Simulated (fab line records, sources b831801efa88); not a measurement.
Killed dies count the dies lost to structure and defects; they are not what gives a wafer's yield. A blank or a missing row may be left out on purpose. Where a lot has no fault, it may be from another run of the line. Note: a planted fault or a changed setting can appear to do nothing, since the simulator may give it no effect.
Split-lot study -- flow sfq-line -- route with 325 steps; 5 lots, 23 wafers read

THE SPLIT
At SFQ_TRILAYER_A5C_DEP_PECVD_142 (deposits SiO2 from SiH4/N2O, time 15.556 s, target thk 70 nm), the setting time-s was moved away from the recipe's 15.556 s on 11 of the 23 wafers read, by -12.4% to +7.3%. For the rest of the wafers, this setting stayed at what the recipe calls for.

The split's own step is where the reading is taken.

THE READING
SiO2_of_TRILAYER_A5C_DEP_PECVD_142.thk-nm (the simulator's own value, which no gauge read), in nm, at SFQ_TRILAYER_A5C_DEP_PECVD_142 (deposits SiO2 from SiH4/N2O, time 15.556 s, target thk 70 nm). The file does not state a usual value for it. Across the 12 wafers here that went through the recipe, the average is 69.71 nm and the standard deviation 0.71 nm.

wafer,"tool, chamber at the split","time-s as run, s",against the recipe,"SiO2_of_TRILAYER_A5C_DEP_PECVD_142.thk-nm, nm",against lot-mates on the recipe
L076.1,"pecvd-02, 1",15.556,recipe,69.65,-
L076.3,"pecvd-02, 2",15.556,recipe,69.83,-
L076.5,"pecvd-02, 2",15.556,recipe,70,-
L077.1,"pecvd-02, 2",15.556,recipe,69.51,-
L077.2,"pecvd-02, 0",15.556,recipe,68.65,-
L077.3,"pecvd-02, 1",14.85,-4.5%,66.96,-2.61
L077.5,"pecvd-02, 0",15.556,recipe,70.56,-
L077.6,"pecvd-02, 2",14.85,-4.5%,67.14,-2.43
L078.1,"pecvd-04, 1",13.87,-10.8%,61.98,-6.84
L078.2,"pecvd-04, 0",13.87,-10.8%,61.9,-6.92
L078.3,"pecvd-04, 2",15.556,recipe,68.33,-
L078.5,"pecvd-04, 0",13.87,-10.8%,62.61,-6.21
L078.6,"pecvd-04, 2",15.556,recipe,69.32,-
L083.2,"pecvd-02, 1",15.556,recipe,70.92,-
L083.3,"pecvd-02, 0",16.69,+7.3%,74.12,+3.82
L083.4,"pecvd-02, 2",16.69,+7.3%,76.59,+6.29
L083.5,"pecvd-02, 0",15.556,recipe,69.68,-
L083.6,"pecvd-02, 1",16.69,+7.3%,77.23,+6.93
L085.1,"pecvd-02, 1",15.556,recipe,70.44,-
L085.2,"pecvd-02, 2",13.63,-12.4%,60.37,-9.66
L085.3,"pecvd-02, 0",15.556,recipe,69.61,-
L085.5,"pecvd-02, 1",13.63,-12.4%,63.02,-7.01
L085.6,"pecvd-02, 0",13.63,-12.4%,61.35,-8.68

THE FIT
A straight line over all 23 wafers: SiO2_of_TRILAYER_A5C_DEP_PECVD_142.thk-nm changes by +0.717 nm for each +1% of time-s; r = +0.98; the points scatter about the line by 0.95 nm.
The same after taking each lot's own level away (the mean of its wafers on the recipe; 23 wafers): +0.682 nm for each +1%; r = +0.98; scatter 0.85 nm.
According to that fit, moving time-s by its largest amount changes the reading by 8.4 nm.
Across the lots, their own levels run from 68.825 to 70.300 nm, a range of 2.1 times the standard deviation given above.
So the lot-to-lot level changes the slope little: the two slopes agree.
Check: with one of the wafers moved furthest among these (-12.4%) left out of the fit, the line predicts -7.94 nm for it against its lot-mates. It came out at -9.66 nm against them.

OTHER SPLITS ON THESE WAFERS
Before the reading, these wafers also passed through other splits. Each is held against what the fit with the lots' levels taken away leaves over:
other split on the same wafers,wafers away from the commonest value,r with SiO2_of_TRILAYER_A5C_DEP_PECVD_142.thk-nm (lot level and that fit taken away)
SFQ_TRILAYER_I4_VIA_LITHO_EXPOSE_104 dose-mj,10,-0.26
SFQ_TRILAYER_I4_VIA_ETCH_VIA_ETCH_106 source-w,8,-0.04
SFQ_TRILAYER_JJ_TRILAYER_DEP_SPUTTER_112 power-w,8,+0.06
SFQ_TRILAYER_JJ_CE_LITHO_COAT_114 resist-thk-nm,6,-0.20
SFQ_TRILAYER_JJ_CE_BARC_OPEN_RIE_150 pressure-mtorr,15,+0.10
SFQ_TRILAYER_R5_LITHO_COAT_136 resist-thk-nm,9,+0.18
SFQ_TRILAYER_R5_LITHO_PEB_139 peb-temp-c,7,-0.28

THE FILE'S OWN FIT
SiO2_of_TRILAYER_A5C_DEP_PECVD_142.thk-nm changes by +0.667 nm for each +1% of time-s, r = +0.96.
